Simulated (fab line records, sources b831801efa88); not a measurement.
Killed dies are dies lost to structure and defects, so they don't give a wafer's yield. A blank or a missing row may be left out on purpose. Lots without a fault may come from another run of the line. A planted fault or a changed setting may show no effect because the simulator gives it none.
Which tool did it? | flow sfq_line | 7 lots, 21 wafers sampled, at 1 step of a route of 325

WHAT THE GAUGES READ, wafer by wafer
SFQ_M0_RS_MEAS_904: measures by four-point-probe.
lot  | measured     | on            | M0_NB_RS (ohm/sq)
L468 | day 8 12:04  | film_metro-03 | 0.908 0.903 0.906
L470 | day 9 09:35  | film_metro-02 | 0.915 0.905 0.904
L474 | day 10 07:17 | film_metro-02 | 0.902 0.911 0.898
L476 | day 10 19:54 | film_metro-02 | 0.919 0.925 0.921
L478 | day 11 05:31 | film_metro-03 | 0.908 0.900 0.897
L485 | day 12 21:49 | film_metro-04 | 0.915 0.911 0.911
L487 | day 13 01:25 | film_metro-03 | 0.917 0.919 0.924

WHICH TOOL RAN EACH LOT (tool, then ch and the chambers of the sampled wafers, then the start)
The record holds no process step before these readings.

THE ANSWER, worked out from the rows above alone
Rule: what is usual is taken from the lots themselves. Put in order of their means at a reading, lots are off if they are a third of the lots or fewer, leave a main group of 4 or more, and stand apart from it by a gap of 3 or more times the standard deviation of the main group's means; of several such gaps the widest counts. A main group whose means are all the same, to the digits that the tables above print for the reading, isn't used. A lot without any number at a reading at which 4 lots or more have one is off too. The other lots that the step has rows for count as sound.
No lot is off at any reading shown: from this, nothing can be told.

WHAT THE SIMULATOR HAD PUT IN
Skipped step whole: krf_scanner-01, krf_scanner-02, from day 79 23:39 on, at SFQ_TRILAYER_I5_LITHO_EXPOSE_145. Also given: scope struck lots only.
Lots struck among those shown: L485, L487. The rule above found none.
